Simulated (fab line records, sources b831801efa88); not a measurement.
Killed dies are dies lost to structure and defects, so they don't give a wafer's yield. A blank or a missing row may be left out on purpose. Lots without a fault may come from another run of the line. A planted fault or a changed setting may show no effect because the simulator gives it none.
Problem report in the 8D (eight disciplines) form, filled by code | flow sky130 | the parts of the form that need people (team, actions taken, sign-off) are left out

1. THE PROBLEM
oes_product_au at SKY_VIA2_ETCH_14 reads a mean of 0.925 a.u. on 2 wafers of 2 lots; wafers without a fault read 0.854 a.u. with a standard deviation of 0.0042. That is +17 standard deviations from the usual mean.
The step: etches BARC in N2/H2, stops on SiO2, time 45.9 s, target depth 60 nm.
First seen on wafer L554.2, day 41 02:57, on rie_diel-04. The record holds 16 wafers of 6 lots with a number at this step. Rule for "out", or "out of limits": more than 4 standard deviations from the usual mean. The other wafers with a number count as sound.

2. WHAT IT IS AND WHAT IT IS NOT
question                    | is                           | is not
which readings at this step | oes_product_au, run_length_s | drypump_motor_current_A, throttle_valve_pct
which lots                  | L554, L557                   | L538, L547, L548, L560
which wafers of those lots  | L554.2, L557.3               | L554.4, L557.4
read on which tools         | rie_diel-04                  | rie_diel-02
when                        | from day 41 02:57            | up to then (10 sound wafers); but 4 sound wafers of L557, L560 came after

3. SUSPECTS, AND WHAT RULES EACH OUT
Counting: a tool at a process step up to the reading stays a suspect if it ran every lot that is out. Sound lots after the first of them don't rule it out here, since some wafers of a struck lot are sound.
- rie_diel-04 at SKY_VIA2_ETCH_14 (etches BARC in N2/H2, stops on SiO2, time 45.9 s, target depth 60 nm): kept. It ran every lot that is out, first L554 (day 41 02:57); its last sound lot up to then is L548 (day 39 21:34). Its own readings are out on those wafers: oes_product_au, run_length_s.
- Within rie_diel-04 at SKY_VIA2_ETCH_14: the wafers that are out ran in chambers 1, 3; their sound lot-mates ran in chamber 0.
Left after counting: rie_diel-04 at SKY_VIA2_ETCH_14.

4. THE CAUSE (what the simulator had put in)
Process parameter drift: rie_diel-04, from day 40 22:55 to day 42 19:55, at SKY_VIA2_ETCH_14. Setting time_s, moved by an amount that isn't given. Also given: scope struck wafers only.
Counting left only this tool.

5. THE CHAIN OF EFFECTS, in route order
Each row: a reading whose mean over the struck wafers that have a number lies more than 3 standard deviations from the usual. Only readings for which the record gives a usual standard deviation are gone through. hours: the time from each lot's start at the first step in this table that gives one to its start at this step, as a median over the lots. sigmas: the change in usual standard deviations.
hours | step             | reading        | usual      | on struck wafers | change | sigmas
0     | SKY_VIA2_ETCH_14 | oes_product_au | 0.854 a.u. | 0.925            | +0.071 | +17
0     | SKY_VIA2_ETCH_14 | run_length_s   | 74.2 s     | 71.1             | -3.1   | -9.4
The process steps in it:
- SKY_VIA2_ETCH_14: etches BARC in N2/H2, stops on SiO2, time 45.9 s, target depth 60 nm.

6. WHAT WOULD HAVE CAUGHT IT SOONER
In this record the first reading out of limits was taken at day 41 02:57, 4 hours after the fault began at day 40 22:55.
